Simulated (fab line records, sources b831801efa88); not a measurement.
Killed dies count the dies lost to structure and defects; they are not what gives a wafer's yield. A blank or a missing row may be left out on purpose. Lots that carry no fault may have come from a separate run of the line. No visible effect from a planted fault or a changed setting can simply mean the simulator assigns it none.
Matching of chambers	flow gf180mcu	GF_V1_CMP_04 on cmp-02: 4 sister chambers
The step polishes SiO2. 20 wafers are shown with their chamber, then 10 later ones without.

WAFERS WITH THEIR CHAMBER
wafer	chamber	motor_current_A (A)	time_to_endpoint_s (s)
L078.2	3	12.3	78
L078.4	0	12.6	84
L078.6	2	11.6	87
L081.1	1	13.1	87
L081.2	0	11.5	86
L081.6	3	11.4	92
L082.1	2	11.4	77
L082.3	1	13.3	70
L082.4	3	11.8	74
L086.1	1	12.8	80
L086.3	2	11.5	79
L086.5	3	11.4	86
L088.1	2	11.1	85
L088.3	0	11.7	77
L088.6	0	11.4	82
L090.3	1	11.9	80
L090.4	3	12.4	82
L090.5	2	11.4	84
L092.3	3	11.6	79
L092.5	3	12.0	83

SIGNATURES, as means of the wafers listed above
reading	chamber 0	chamber 1	chamber 2	chamber 3	scatter within a chamber
motor_current_A	11.800	12.775	11.400	11.843	0.446
time_to_endpoint_s	82.25	79.25	82.40	82.00	5.41
Rule: for a wafer and a chamber, the distance is found by dividing, reading by reading, the gap between the wafer's reading and the chamber's mean by the reading's scatter, squaring, summing and taking the root. If the next closest chamber is less than 2 further off than the closest, the wafer can't be placed; otherwise it belongs to the closest. The scatter is the square root of a quotient: the sum, over the shown wafers, of each reading's squared deviation from its chamber's mean, divided by wafers minus chambers.

WAFERS WITH NO CHAMBER GIVEN
wafer	motor_current_A (A)	time_to_endpoint_s (s)
L092.6	12.4	89
L093.2	12.2	76
L093.5	10.9	83
L093.6	12.3	88
L096.1	11.7	83
L096.3	13.0	84
L096.6	11.5	85
L097.1	13.0	83
L097.2	11.8	85
L097.3	11.1	85

WHICH CHAMBER EACH ONE RAN IN
wafer	from the rows above	in truth
L092.6	can't be placed: 3 or 0 or 1 or 2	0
L093.2	can't be placed: 3 or 1 or 0 or 2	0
L093.5	can't be placed: 2 or 0 or 3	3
L093.6	can't be placed: 3 or 0 or 1 or 2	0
L096.1	can't be placed: 0 or 3 or 2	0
L096.3	can't be placed: 1 or 3 or 0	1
L096.6	can't be placed: 2 or 0 or 3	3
L097.1	can't be placed: 1 or 3 or 0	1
L097.2	can't be placed: 0 or 3 or 2 or 1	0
L097.3	can't be placed: 2 or 0 or 3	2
Correct placement for 0 of the 10. Not placeable from these rows: 10 (in 10, the candidates include the true chamber). Wrongly placed: 0.
